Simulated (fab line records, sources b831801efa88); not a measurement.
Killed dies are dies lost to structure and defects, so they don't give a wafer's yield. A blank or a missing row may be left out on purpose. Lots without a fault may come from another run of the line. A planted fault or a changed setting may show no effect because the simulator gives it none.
Chamber matching | flow sfq_line | SFQ_TRILAYER_I7_CMP_CMP_184 on cmp-01: 4 sister chambers
The step polishes SiO2. 16 wafers are shown with their chamber, then 7 later ones without.

WAFERS WITH THEIR CHAMBER
wafer  | chamber | motor_current_A (A) | time_to_endpoint_s (s) | platen_rpm (rpm)
L501.2 | 0       | 11.9                | 211                    | 60.61
L501.5 | 2       | 8.4                 | 210                    | 60.54
L501.6 | 1       | 9.3                 | 205                    | 60.61
L503.2 | 3       | 9.5                 | 210                    | 60.57
L503.1 | 1       | 9.9                 | 199                    | 60.56
L503.5 | 2       | 8.8                 | 210                    | 60.61
L506.2 | 1       | 9.9                 | 205                    | 60.58
L506.4 | 0       | 12.3                | 219                    | 60.59
L506.5 | 0       | 12.4                | 214                    | 60.62
L514.1 | 1       | 8.8                 | 203                    | 60.58
L514.2 | 0       | 11.6                | 212                    | 60.66
L514.6 | 1       | 9.7                 | 211                    | 60.60
L515.2 | 2       | 8.8                 | 205                    | 60.56
L515.4 | 0       | 11.8                | 210                    | 60.58
L518.4 | 3       | 10.4                | 224                    | 60.52
L518.2 | 1       | 9.7                 | 209                    | 60.53

SIGNATURES (means of the wafers above)
reading            | chamber 0 | chamber 1 | chamber 2 | chamber 3 | scatter within a chamber
motor_current_A    | 12.000    | 9.550     | 8.667     | 9.950     | 0.397
time_to_endpoint_s | 213.20    | 205.33    | 208.33    | 217.00    | 4.63
platen_rpm         | 60.6120   | 60.5767   | 60.5700   | 60.5450   | 0.0314
Rule: a wafer's distance from a chamber is the root of the sum, over the readings, of the square of ((its reading less the chamber's mean) divided by the reading's scatter). The wafer belongs to the nearest chamber; if the next one is less than 2 further off, it can't be placed. The scatter: the root of (the sum of the squares of (reading less its chamber's mean) over the shown wafers, divided by (wafers less chambers)).

WAFERS WITHOUT THEIR CHAMBER
wafer  | motor_current_A (A) | time_to_endpoint_s (s) | platen_rpm (rpm)
L518.6 | 9.3                 | 204                    | 60.56
L521.1 | 12.6                | 222                    | 60.49
L521.5 | 12.4                | 232                    | 60.55
L521.6 | 9.5                 | 226                    | 60.51
L524.1 | 12.6                | 218                    | 60.57
L524.4 | 8.3                 | 218                    | 60.47
L524.5 | 11.1                | 223                    | 60.58

WHICH CHAMBER EACH WENT THROUGH
wafer  | from the rows above          | in truth
L518.6 | can't be placed: 1 or 2      | 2
L521.1 | 0                            | 0
L521.5 | 0                            | 0
L521.6 | 3                            | 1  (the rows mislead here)
L524.1 | 0                            | 0
L524.4 | can't be placed: 2 or 3 or 1 | 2
L524.5 | can't be placed: 0 or 3      | 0
Placed correctly: 3 of 7. Can't be placed from these rows: 3 (the true chamber is among the candidates in 3). Placed wrongly: 1.
